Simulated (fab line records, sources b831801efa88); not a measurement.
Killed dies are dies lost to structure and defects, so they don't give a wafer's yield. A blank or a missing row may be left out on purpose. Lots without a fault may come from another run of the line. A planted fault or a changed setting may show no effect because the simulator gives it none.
fab line records | flow sfq_line
record lots=6 wafers=18 last_day=92
route steps=325 shown M3@129 I3@133
lots that met no fault: from a run of the same line without faults
start_h: hours from the record's first day to the start of the lot's first wafer shown | wait_h: hours since the lot's step before | " the same as in the row above | L1.1+2: a row that stands for several wafers | - no value, or no start given | * or withheld: withheld | < > ~ a bound
route shown NAME@n: a module of which the file shows steps, and the number in the route of the first | usual: mean/standard deviation of fault-free wafers | same: alike in all rows | chamber/n: place in a boat | sites: the reading at each site | _std_site: their standard deviation | _edge_site: outer sites' mean less inner sites' | radius_mm: how far each site lies from the wafer's centre | mask NAME#n: copy n | behind: the tool/chamber that last shaped the wafer | hold: why the lot was held/for how many hours/how that ended | device: the transistor (n, p or np) that didn't switch | end of line: the same wafers' tests at the end of the route | a step without rows: its recipe alone | killed: dies lost to structure and defects at the first sort, not the wafer's yield | map: a wafer's dies, x killed, . not, _ none there
set.NAME: the setting as run; set.NAME@STEP: as run at that earlier step | model.NAME: the simulator's own value behind a step, which no gauge read
lots at some steps of the route; a table a step, a row a wafer
services: from which hour (start_h, from the record's first day; less than 0 if before it) a tool's chamber was out of use, for how many hours, and why
## steps
# step SFQ_TRILAYER_M3_BARC_OPEN_METAL_ETCH_100
# recipe mask_material=PR chemistry=O2 target_depth_nm=125 target=BARC icp_w=600 bias_w=80 pressure_mtorr=10 time_s=41.7
# step SFQ_TRILAYER_M3_ETCH_METAL_ETCH_078
# recipe target=Nb stop_on=SiO2 mask_material=PR chemistry=Cl2/Ar target_depth_nm=240 icp_w=600 bias_w=80 pressure_mtorr=10 time_s=120
# usual drypump_motor_current_A=5.49/0.26 oes_product_au=0.894/0.0073
# columns lot.wafer tool chamber start_h wait_h drypump_motor_current_A oes_product_au rf_hours_counter_h
L843.2 rie_metal-03 0 1062.42 0.0 5.97 0.908 11
L843.5 " 1 " " 5.13 0.901 -
L843.6 " 0 " " 5.94 0.896 -
L845.2 rie_metal-03 0 1091.35 0.0 5.94 0.885 14
L845.3 " 1 " " 5.15 0.892 -
L845.6 " 0 " " 5.94 0.878 -
L846.1 rie_metal-01 1 1099.75 0.0 6.00 0.890 110
L846.3 " 1 " " 6.00 0.895 -
L846.6 " 0 " " 5.27 0.887 -
L859.1 rie_metal-04 0 1208.20 0.0 5.36 0.891 76
L859.2 " 1 " " 5.50 0.907 37
L859.6 " 0 " " 5.39 0.892 -
L863.3 rie_metal-04 1 1239.53 0.1 5.45 0.888 -
L863.4 " 0 " " 5.40 0.895 -
L863.5 " 1 " " 5.53 0.900 -
L864.3 rie_metal-04 0 1260.07 0.1 5.37 0.887 -
L864.4 " 1 " " 5.47 0.889 -
L864.5 " 1 " " 5.48 0.888 -
# step SFQ_TRILAYER_M3_STRIP_STRIP_079
# recipe gas=O2 power_w=200 platen_temp_c=40 overash_fraction=0.65 chemistry=O2 pressure_mtorr=50
# usual drypump_motor_current_A=5.50/0.26 oes_product_au=0.995/0.012
# columns lot.wafer tool chamber start_h wait_h drypump_motor_current_A oes_product_au rf_hours_counter_h
L843.2 rie_metal-03 0 1062.55 0.1 5.94 1.017 11
L843.5 " 1 " " 5.16 0.993 -
L843.6 " 0 " " 5.96 1.023 -
L845.2 rie_metal-03 0 1091.47 0.1 5.93 1.013 14
L845.3 " 1 " " 5.16 0.980 -
L845.6 " 0 " " 5.94 1.004 -
L846.1 rie_metal-01 1 1099.87 0.1 6.00 0.988 110
L846.3 " 1 " " 5.99 0.988 -
L846.6 " 0 " " 5.26 0.972 -
L859.1 rie_metal-04 0 1208.33 0.1 5.37 1.008 77
L859.2 " 1 " " 5.54 1.002 37
L859.6 " 0 " " 5.36 0.999 -
L863.3 rie_metal-04 1 1239.81 0.2 5.48 0.991 -
L863.4 " 0 " " 5.39 0.995 -
L863.5 " 1 " " 5.47 0.988 -
L864.3 rie_metal-04 0 1260.35 0.2 5.38 1.017 -
L864.4 " 1 " " 5.48 0.980 -
L864.5 " 1 " " 5.47 0.983 -
# step SFQ_TRILAYER_M3_STRIP_SOLV_CLEAN_080
# recipe chemistry=NMP temp_c=70 time_s=600
# step SFQ_TRILAYER_I3_DEP_PECVD_081
# recipe material=SiO2 temp_c=150 time_s=111.11 pressure_torr=2.4 rf_w=183.3 precursor=SiH4/N2O target_thk_nm=500
# step SFQ_TRILAYER_I3_CMP_CMP_082
# recipe material=SiO2 down_force_psi=3 platen_rpm=60 pad_velocity_m_s=0.94248
# usual motor_current_A=10.2/0.71 retaining_ring_pressure_frac=0.999/0.0051 time_to_endpoint_s=212/8.2
# columns lot.wafer tool chamber start_h wait_h motor_current_A retaining_ring_pressure_frac time_to_endpoint_s
L843.2 cmp-01 3 1064.40 1.0 9.0 1.005 210
L843.6 " 1 1065.40 2.0 9.7 0.994 212
L843.5 " 2 " " 11.5 0.995 230
L845.2 cmp-02 0 1094.36 2.1 11.5 1.001 206
L845.3 " 2 1095.36 3.1 9.6 1.003 207
L845.6 " 1 1096.86 4.5 9.7 1.000 215
L846.1 cmp-02 0 1100.72 0.0 10.6 1.009 218
L846.3 " 2 1101.72 1.0 9.6 0.995 219
L846.6 " 0 1102.72 2.0 10.8 1.004 227
L859.2 cmp-02 1 1209.18 0.0 9.3 0.997 203
L859.1 " 0 1210.68 1.5 10.2 0.993 212
L859.6 " 1 " " 9.4 1.007 207
L863.3 cmp-01 2 1242.05 1.6 10.5 1.007 206
L863.4 " 0 1243.05 2.6 10.2 0.989 210
L863.5 " 3 1244.55 4.1 9.7 1.002 216
L864.4 cmp-01 3 1262.36 1.4 9.3 0.992 205
L864.3 " 0 " " 9.8 1.007 195
L864.5 " 3 1264.36 3.4 9.7 0.996 199
# step SFQ_I3_BOW_MEAS_922
# recipe mode=bow
# usual I3_BOW=3/8
# columns lot.wafer tool chamber start_h wait_h I3_BOW[um]
L843.2 film_metro-03 - 1066.42 1.5 3
L843.5 " - " " -11
L843.6 " - " " -11
L845.2 film_metro-04 - 1097.38 2.5 17
L845.3 " - " " 17
L845.6 " - " " 11
L846.1 film_metro-02 - 1103.72 2.5 6
L846.3 " - " " 9
L846.6 " - " " -2
L859.1 film_metro-02 - 1212.18 1.0 -2
L859.2 " - " " 13
L859.6 " - " " 9
L863.3 film_metro-03 - 1245.09 2.5 -6
L863.4 " - " " -3
L863.5 " - " " -9
L864.3 film_metro-03 - 1264.90 1.5 6
L864.4 " - " " 14
L864.5 " - " " 8
# step SFQ_TRILAYER_I3_METRO_MEASURE_083
# usual thk_nm=199.6/0.94
# columns lot.wafer tool chamber start_h wait_h thk_nm
L843.2 film_metro-03 - 1066.72 0.3 198.7
L843.5 " - " " 200.3
L843.6 " - " " 200.2
L845.2 film_metro-04 - 1097.68 0.3 200.0
L845.3 " - " " 198.8
L845.6 " - " " 198.6
L846.1 film_metro-02 - 1103.84 0.1 200.1
L846.3 " - " " 199.6
L846.6 " - " " 199.7
L859.1 film_metro-02 - 1212.30 0.1 198.8
L859.2 " - " " 198.4
L859.6 " - " " 198.9
L863.3 film_metro-03 - 1245.57 0.5 199.7
L863.4 " - " " 200.2
L863.5 " - " " 198.2
L864.3 film_metro-03 - 1265.38 0.5 199.6
L864.4 " - " " 199.0
L864.5 " - " " 200.1
# step SFQ_TRILAYER_I3_VIA_LITHO_COAT_090
# recipe resist=BARC spin_rpm=3000 resist_thk_nm=62
# step SFQ_TRILAYER_I3_VIA_LITHO_COAT_085
# recipe resist=KrF spin_rpm=3000 resist_thk_nm=650
# step SFQ_TRILAYER_I3_VIA_LITHO_SOFTBAKE_089
# recipe temp_c=withheld time_s=withheld resist=KrF
# step SFQ_TRILAYER_I3_VIA_LITHO_EXPOSE_086
# recipe mask_id=I3 na=0.6 source_shape=conventional sigma_outer=0.65 target_cd_nm=500 dose_mj=21.3
# step SFQ_TRILAYER_I3_VIA_LITHO_PEB_088
# recipe peb_temp_c=115 peb_time_s=60 resist=KrF
# usual heater_power_total_W=79.15/0.065
# columns lot.wafer tool chamber start_h wait_h heater_power_total_W
L843.2 litho_track-03 0 1209.03 0.8 79.16
L843.5 " 0 " " 79.18
L843.6 " 0 " " 79.15
L845.2 litho_track-01 0 1239.03 0.8 79.11
L845.3 " 0 " " 79.15
L845.6 " 0 " " 79.11
L846.1 litho_track-01 0 1246.62 1.0 79.17
L846.3 " 0 " " 79.09
L846.6 " 0 " " 79.08
L859.1 litho_track-03 0 1346.12 1.0 79.06
L859.2 " 0 " " 79.22
L859.6 " 0 " " 79.20
L863.3 litho_track-03 0 1372.57 0.7 79.18
L863.4 " 0 " " 79.07
L863.5 " 0 " " 79.14
L864.3 litho_track-01 0 1386.97 0.7 79.19
L864.4 " 0 " " 79.12
L864.5 " 0 " " 79.21
# step SFQ_TRILAYER_I3_VIA_LITHO_DEVELOP_087
# recipe time_s=60 resist=KrF
# step SFQ_I3_OVL_MEAS_923
# usual I3_OVL=-2/6.2
# columns lot.wafer tool chamber start_h wait_h I3_OVL[nm]
L843.2 overlay-02 - 1209.31 0.1 5
L843.5 " - " " 1
L843.6 " - " " 3
L845.2 overlay-02 - 1239.31 0.1 -19
L845.3 " - " " -19
L845.6 " - " " -15
L846.1 overlay-02 - 1246.92 0.1 -1
L846.3 " - " " 2
L846.6 " - " " -4
L859.1 overlay-02 - 1346.42 0.1 -3
L859.2 " - " " -3
L859.6 " - " " 1
L863.3 overlay-02 - 1372.83 0.1 -9
L863.4 " - " " -11
L863.5 " - " " -11
L864.3 overlay-01 - 1387.23 0.1 -6
L864.4 " - " " -7
L864.5 " - " " -6
# step SFQ_TRILAYER_I3_VIA_BARC_OPEN_VIA_ETCH_121
# recipe mask_material=PR chemistry=O2 target_depth_nm=125 target=BARC source_w=500 bias_w=80 pressure_mtorr=30 time_s=41.7
# usual drypump_motor_current_A=5.6/0.45 oes_product_au=0.685/0.0049
# columns lot.wafer tool chamber start_h wait_h drypump_motor_current_A oes_product_au rf_hours_counter_h model.I3.cd_nm
L843.2 rie_diel-01 2 1209.34 0.0 5.7 0.688 18 500.2
L843.5 " 0 " " 6.0 0.686 - 500.8
L843.6 " 3 " " 4.8 0.681 - 500
L845.2 rie_diel-03 2 1239.34 0.0 5.1 0.690 4 499.8
L845.3 " 3 " " 5.5 0.681 6 520.7
L845.6 " 3 " " 5.5 0.697 - 498.2
L846.1 rie_diel-02 1 1246.96 0.0 5.4 0.696 7 524.3
L846.3 " 2 " " 6.0 0.680 15 522.5
L846.6 " 3 " " 6.2 0.682 - 502.4
L859.1 rie_diel-02 0 1346.45 0.0 5.9 0.693 4 498.9
L859.2 " 3 " " 6.2 0.680 6 498.2
L859.6 " 0 " " 5.8 0.687 - 499.8
L863.3 rie_diel-02 2 1372.87 0.0 6.0 0.678 - 502.8
L863.4 " 0 " " 5.8 0.685 - 501.5
L863.5 " 2 " " 6.0 0.694 - 502.2
L864.3 rie_diel-03 1 1387.25 0.0 4.8 0.686 18 502.5
L864.4 " 1 " " 4.8 0.682 - 502.5
L864.5 " 2 " " 5.1 0.684 - 503
# step SFQ_TRILAYER_I3_VIA_ETCH_VIA_ETCH_088
# recipe target=SiO2 stop_on=Nb mask_material=PR taper_deg=20 chemistry=CHF3 target_depth_nm=260 source_w=500 bias_w=80 pressure_mtorr=30 time_s=withheld
# usual drypump_motor_current_A=5.6/0.45 oes_product_au=0.854/0.0053
# columns lot.wafer tool chamber start_h wait_h drypump_motor_current_A oes_product_au model.I3.cd_nm
L843.2 rie_diel-01 2 1209.38 0.0 5.7 0.857 498.8
L843.5 " 0 " " 5.9 0.856 496.9
L843.6 " 3 " " 4.8 0.852 498.4
L845.2 rie_diel-03 2 1239.38 0.0 5.1 0.860 500.2
L845.3 " 3 " " 5.5 0.862 518.8
L845.6 " 3 " " 5.5 0.845 496.6
L846.1 rie_diel-02 1 1247.00 0.0 5.4 0.854 523.5
L846.3 " 2 " " 6.0 0.858 526.2
L846.6 " 3 " " 6.2 0.856 498.9
L859.1 rie_diel-02 0 1346.49 0.0 5.9 0.852 502.9
L859.2 " 3 " " 6.2 0.858 498.1
L859.6 " 0 " " 5.8 0.857 505.1
L863.3 rie_diel-02 2 1372.97 0.1 6.0 0.848 505.2
L863.4 " 0 " " 5.9 0.849 506.8
L863.5 " 2 " " 5.9 0.851 503.9
L864.3 rie_diel-03 1 1387.29 0.0 4.8 0.844 501.4
L864.4 " 1 " " 4.8 0.847 501.7
L864.5 " 2 " " 5.1 0.852 501.3
# step SFQ_TRILAYER_I3_VIA_STRIP_STRIP_089
# recipe gas=O2 power_w=200 platen_temp_c=40 overash_fraction=0.65 chemistry=O2 pressure_mtorr=50
# usual drypump_motor_current_A=5.6/0.36 oes_product_au=1.002/0.014
# columns lot.wafer tool chamber start_h wait_h drypump_motor_current_A oes_product_au rf_hours_counter_h
L843.2 rie_metal-03 0 1209.49 - 5.9 1.028 30
L843.5 " 1 " " 5.2 0.991 -
L843.6 " 0 " " 5.9 1.024 -
L845.2 rie_metal-02 0 1239.49 - 5.5 1.009 63
L845.3 " 0 " " 5.5 0.998 -
L845.6 " 0 " " 5.6 0.995 -
L846.1 rie_metal-03 0 1247.11 - 5.9 1.022 37
L846.3 " 1 " " 5.2 0.990 -
L846.6 " 1 " " 5.2 0.991 -
L859.1 rie_metal-03 0 1346.61 - 6.0 1.016 52
L859.2 " 1 " " 5.1 0.988 40
L859.6 " 0 " " 5.9 1.027 -
L863.3 rie_metal-04 1 1373.28 - 5.5 0.998 -
L863.4 " 0 " " 5.4 1.003 -
L863.5 " 0 " " 5.4 1.002 -
L864.3 rie_metal-03 1 1387.61 - 5.2 0.989 -
L864.4 " 0 " " 5.9 1.006 -
L864.5 " 1 " " 5.1 0.987 -
## services
# columns tool chamber start_h hours kind
rie_metal-04 0 1041.06 2.6 repair
rie_diel-03 1 1043.92 2.9 repair
rie_diel-02 3 1049.64 13.1 repair
rie_diel-02 0 1050.27 1.7 repair
rie_metal-03 - 1093.07 14.6 pm
rie_metal-03 1 1124.12 4.2 repair
rie_metal-03 - 1134.75 4.3 pm
rie_diel-02 2 1157.82 7.1 repair
rie_diel-02 - 1186.52 0.6 repair
rie_metal-04 1 1202.51 1.0 repair
rie_metal-03 1 1228.27 13.3 repair
rie_diel-02 - 1228.68 2.8 pm
rie_metal-04 - 1234.26 1.9 repair
rie_metal-03 - 1257.21 0.5 repair
rie_diel-03 1 1261.55 6.4 repair
rie_metal-03 0 1276.30 8.4 repair
rie_diel-03 3 1282.83 12.2 repair
rie_diel-03 0 1295.43 3.0 repair
rie_diel-03 3 1306.97 10.2 repair
rie_diel-03 0 1309.42 1.7 repair
rie_diel-03 0 1328.47 5.1 repair
rie_diel-02 1 1366.58 17.3 repair
rie_diel-02 3 1369.40 6.6 repair
rie_diel-02 - 1373.92 14.6 pm
## key
first_sign none at tools or gauges
model_effect step=SFQ_TRILAYER_I3_VIA_BARC_OPEN_VIA_ETCH_121 value=I3.cd_nm without=500.7 struck=522.5
model_effect step=SFQ_TRILAYER_I3_VIA_ETCH_VIA_ETCH_088 value=I3.cd_nm without=501 struck=522.8
met_at SFQ_TRILAYER_I3_VIA_LITHO_PEB_088
struck_wafers L845.3,L846.1,L846.3
fault kind=process_parameter_drift tool=litho_track-01 chamber=- onset_h=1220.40 steps=SFQ_TRILAYER_I3_VIA_LITHO_PEB_088 channel=peb_time_s offset=* shape=step end_h=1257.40 scope=struck_wafers_only acts_in=* stated=*
